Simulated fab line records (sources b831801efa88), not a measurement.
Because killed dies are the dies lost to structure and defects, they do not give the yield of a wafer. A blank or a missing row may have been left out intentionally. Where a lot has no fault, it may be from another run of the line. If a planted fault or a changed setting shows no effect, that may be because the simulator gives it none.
Which of the tools did it? -- flow gf180mcu -- 13 lots with 39 wafers sampled at 5 steps, on a route of 602 steps

WHAT THE GAUGES READ, wafer by wafer
GF_MVSD_TW_MEAS_11. Usual: MVSD_TW gives 1579 (standard deviation 19).
lot,measured,on,MVSD_TW,flag
L458,day 4 10:32,film_metro-01,1580 1575 1581,
L460,day 4 20:47,film_metro-04,1550 1548 1549,
L461,day 5 03:32,film_metro-01,1587 1594 1593,
L462,day 5 08:38,film_metro-04,1566 1552 1562,
L463,day 5 14:05,film_metro-02,1595 1605 1599,
L464,day 5 21:43,film_metro-04,1561 1559 1556,
L466,day 6 10:56,film_metro-04,1559 1551 1561,
L472,day 7 23:28,film_metro-04,1557 1549 1548,
L473,day 8 01:42,film_metro-01,1582 1579 1582,
L474,day 8 07:31,film_metro-02,1592 1602 1597,
L475,day 8 12:22,film_metro-04,1556 1553 1561,
L476,day 8 19:15,film_metro-02,1598 1605 1594,
L481,day 10 00:59,film_metro-02,1577 1585 1583,

GF_HV_LDD_OVL_MEAS_47. Usual: HV_LDD_03_OVL gives -0.9 nm (standard deviation 1.5).
lot,measured,on,HV_LDD_03_OVL (nm),flag
L458,day 12 15:26,overlay-02,-1.7 0.3 -1.2,
L460,day 12 23:47,overlay-01,0.4 -0.8 0.4,
L461,day 13 12:07,overlay-01,-3.4 -2.9 -3.1,
L462,day 13 19:08,overlay-01,-2.3 -1.4 -2.1,
L463,day 13 19:34,overlay-02,-3.4 -3.4 -3.7,
L464,day 14 06:22,overlay-01,-1.0 0.1 -1.2,
L466,day 14 22:31,overlay-02,-1.0 -0.5 -2.3,
L472,day 17 04:24,overlay-01,0.3 -0.6 -0.6,
L473,day 17 08:44,overlay-02,1.5 -0.7 0.5,
L474,day 17 17:23,overlay-02,0.0 -0.1 -1.4,
L475,day 17 20:20,overlay-01,-0.4 -0.1 0.2,
L476,day 18 08:56,overlay-02,-0.7 -0.1 -0.8,
L481,day 20 02:29,overlay-02,-0.3 -1.1 -1.4,

GF_HV_LDD_TW_MEAS_50. Usual: HV_LDD_4_TW gives 568 (standard deviation 6.4).
lot,measured,on,HV_LDD_4_TW,flag
L458,day 12 15:43,film_metro-04,562 561 560,
L460,day 13 00:05,film_metro-02,573 575 574,
L461,day 13 12:24,film_metro-02,576 572 577,
L462,day 13 19:25,film_metro-02,573 575 574,
L463,day 13 19:52,film_metro-02,573 575 577,
L464,day 14 06:40,film_metro-02,512 507 507,OFF
L466,day 14 22:49,film_metro-01,506 507 506,OFF
L472,day 17 04:41,film_metro-04,560 562 566,
L473,day 17 09:01,film_metro-04,562 562 560,
L474,day 17 17:41,film_metro-02,573 575 573,
L475,day 17 20:37,film_metro-01,571 570 568,
L476,day 18 09:13,film_metro-04,558 561 558,
L481,day 20 02:47,film_metro-01,571 571 572,

WHICH TOOL RAN EACH LOT (tool, then ch and the chambers of the sampled wafers, then the start)
lot,GF_VT_IMPLANT_STRIP_31,GF_HV_LDD_IMPLANT_48
L458,"plasma_asher-01 ch 0,1, day 6 22:03","implanter-04 ch 0, day 12 15:29"
L460,"plasma_asher-03 ch 0,1, day 7 07:25","implanter-02 ch 0, day 12 23:50"
L461,"plasma_asher-02 ch 0,1, day 7 16:16","implanter-03 ch 0, day 13 12:09"
L462,"plasma_asher-02 ch 0,1, day 7 20:49","implanter-03 ch 0, day 13 19:10"
L463,"plasma_asher-02 ch 0,1, day 8 02:45","implanter-02 ch 0, day 13 19:37"
L464,"plasma_asher-01 ch 0,1, day 8 12:26","implanter-03 ch 0, day 14 06:27"
L466,"plasma_asher-02 ch 0,1, day 9 02:18","implanter-03 ch 0, day 14 22:34"
L472,"plasma_asher-01 ch 0,1, day 10 19:46","implanter-03 ch 0, day 17 04:27"
L473,"plasma_asher-02 ch 0,1, day 10 23:10","implanter-03 ch 0, day 17 08:46"
L474,"plasma_asher-02 ch 0,1, day 11 05:40","implanter-03 ch 0, day 17 17:26"
L475,"plasma_asher-03 ch 0,1, day 11 09:55","implanter-03 ch 0, day 17 20:23"
L476,"plasma_asher-02 ch 0,1, day 11 19:27","implanter-02 ch 0, day 18 08:58"
L481,"plasma_asher-03 ch 0,1, day 13 03:56","implanter-02 ch 0, day 20 02:34"
- GF_VT_IMPLANT_STRIP_31: strips in O2/N2.
- GF_HV_LDD_IMPLANT_48

WHAT THE TOOLS THEMSELVES READ (means of the sampled wafers that have a number; where no wafer has one, the mark that the record gives instead)
GF_VT_IMPLANT_STRIP_31. Usual: drypump_motor_current_A 5.6 A, standard deviation 0.33; heater_power_w 353 W, standard deviation 27; oes_product_au 0.716 a.u., standard deviation 0.0041; strip_time_to_endpoint_s 12.66 s, standard deviation 0.035.
lot,tool,drypump_motor_current_A (A),heater_power_w (W),oes_product_au (a.u.),strip_time_to_endpoint_s (s),flag
L458,plasma_asher-01,5.3,346,0.714,12.64,
L460,plasma_asher-03,5.3,387,0.717,12.71,
L461,plasma_asher-02,5.7,356,0.720,12.67,
L462,plasma_asher-02,5.7,350,0.717,12.67,
L463,plasma_asher-02,5.8,357,0.718,12.67,
L464,plasma_asher-01,5.4,340,0.720,12.63,
L466,plasma_asher-02,5.7,349,0.714,12.65,
L472,plasma_asher-01,5.4,328,0.718,12.66,
L473,plasma_asher-02,5.7,359,0.715,12.68,
L474,plasma_asher-02,5.8,354,0.719,12.64,
L475,plasma_asher-03,5.6,374,0.717,12.64,
L476,plasma_asher-02,5.7,351,0.717,12.64,
L481,plasma_asher-03,5.7,379,0.714,12.67,

GF_HV_LDD_IMPLANT_48. Usual: beam_on_s 10.00 s, standard deviation 0.18; dose_ions_cm2 3e+13, standard deviation 3.3e+10; faraday_current_uA 169, standard deviation 3.
lot,tool,beam_on_s (s),dose_ions_cm2,faraday_current_uA,flag
L458,implanter-04,9.68,3e+13,174,
L460,implanter-02,9.97,3e+13,170,
L461,implanter-03,10.21,3e+13,166,
L462,implanter-03,10.07,3e+13,168,
L463,implanter-02,10.08,3e+13,168,
L464,implanter-03,10.17,2e+13,113,OFF
L466,implanter-03,10.07,2e+13,114,OFF
L472,implanter-03,10.07,3e+13,168,
L473,implanter-03,9.98,3e+13,170,
L474,implanter-03,9.81,3e+13,172,
L475,implanter-03,9.99,3e+13,169,
L476,implanter-02,10.07,3e+13,168,
L481,implanter-02,9.99,3e+13,169,

THE ANSWER, worked out from the rows above alone
Rule: a lot counts as off when the mean over its wafers that have a number is more than 3 standard deviations away from the usual mean. Also off: a lot with no number at a reading for which 4 or more lots have one. Where the step has rows for the other lots, those lots are counted as sound. Order of review: gauges by route order, followed by the tools' own readings, for which a lot's mean as printed above is used. The first step at which some lot is off is used, and at that step the reading that is off furthest; a lot without a number counts as furthest.
Off: at GF_HV_LDD_TW_MEAS_50 (HV_LDD_4_TW), L464, L466.
If a tool, at a process step before that reading, ran all the lots that are off and no sound lot after the first of them, it fits. The gauges at GF_HV_LDD_TW_MEAS_50 aren't tried: what is off there is off at GF_HV_LDD_IMPLANT_48 too, on other tools, and a gauge's error can't cause that. Not one of the candidates tried fits.

WHAT THE SIMULATOR HAD INSERTED
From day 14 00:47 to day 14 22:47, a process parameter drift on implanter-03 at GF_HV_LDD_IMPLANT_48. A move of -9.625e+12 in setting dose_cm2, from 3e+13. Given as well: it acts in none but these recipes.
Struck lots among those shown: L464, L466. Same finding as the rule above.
